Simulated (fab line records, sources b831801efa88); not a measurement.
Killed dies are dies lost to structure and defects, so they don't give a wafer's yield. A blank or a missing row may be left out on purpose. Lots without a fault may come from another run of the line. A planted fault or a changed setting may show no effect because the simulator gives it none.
Problem report in the 8D (eight disciplines) form, filled by code | flow gf180mcu | the parts of the form that need people (team, actions taken, sign-off) are left out

1. THE PROBLEM
MIM_CVD_05_THK at GF_MIM_THK_MEAS_06 reads a mean of 49.2 nm on 2 wafers of 1 lot; wafers without a fault read 42.0 nm with a standard deviation of 0.54. That is +13 standard deviations from the usual mean.
First seen on wafer L226.3, day 29 04:52, on film_metro-04. The record holds 39 wafers of 13 lots with a number at this step. Rule for "out", or "out of limits": more than 4 standard deviations from the usual mean. The other wafers with a number count as sound.

2. WHAT IT IS AND WHAT IT IS NOT
question                    | is                | is not
which readings at this step | MIM_CVD_05_THK    | -
which lots                  | L226              | L212, L213, L214, L215, L216, L217, L218, L220, L221, L225, L234, L235
which wafers of those lots  | L226.3, L226.6    | L226.1
read on which gauges        | film_metro-04     | film_metro-02, film_metro-03
when                        | from day 29 04:52 | up to then (31 sound wafers); but 6 sound wafers of L234, L235 came after

3. SUSPECTS, AND WHAT RULES EACH OUT
Counting: a tool at a process step up to the reading stays a suspect if it ran every lot that is out. Sound lots after the first of them don't rule it out here, since some wafers of a struck lot are sound.
- the gauge at GF_MIM_THK_MEAS_06: kept. All the wafers that are out were read on film_metro-04, and no step on other tools shows them out.
- pecvd-01 at GF_MIM_CVD_05 (deposits Si3N4, target thk 42 nm, time 29.086 s): kept. It ran the lot that is out, L226 (day 29 04:50); its last sound lot up to then is L217 (day 26 11:27).
- Within pecvd-01 at GF_MIM_CVD_05: the wafers that are out ran in chamber 1; their sound lot-mates ran in chamber 2.
Left after counting: pecvd-01 at GF_MIM_CVD_05, film_metro-04 at GF_MIM_THK_MEAS_06.

4. THE CAUSE (what the simulator had put in)
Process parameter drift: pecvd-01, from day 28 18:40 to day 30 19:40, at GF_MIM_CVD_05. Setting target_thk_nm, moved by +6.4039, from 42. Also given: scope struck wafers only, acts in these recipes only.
Counting left 2 suspects, and this tool is among them.

5. THE CHAIN OF EFFECTS, in route order
Each row: a reading whose mean over the struck wafers that have a number lies more than 3 standard deviations from the usual. Only readings for which the record gives a usual standard deviation are gone through. hours: the time from each lot's start at the first step in this table that gives one to its start at this step, as a median over the lots. sigmas: the change in usual standard deviations.
hours | step               | reading        | usual   | on struck wafers | change | sigmas
0     | GF_MIM_THK_MEAS_06 | MIM_CVD_05_THK | 42.0 nm | 49.2             | +7.2   | +13
Later measuring or inspecting steps at which every struck wafer that the step has a row for has a number for every such reading, and none has moved that far: GF_V5_OVL_MEAS_15.

6. WHAT WOULD HAVE CAUGHT IT SOONER
In this record the first reading out of limits at a measuring or inspecting step was taken at day 29 04:52, 10 hours after the fault began at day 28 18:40.
Of the tool readings at GF_MIM_CVD_05 for which the record gives a usual standard deviation, none was out on any struck wafer, so an alarm limit of 4 standard deviations on them would not have fired.
All the lots that are out (1) had begun GF_MIM_CVD_05 on pecvd-01 by day 29 04:52. A hold on the tool at that time would have spared none of them.
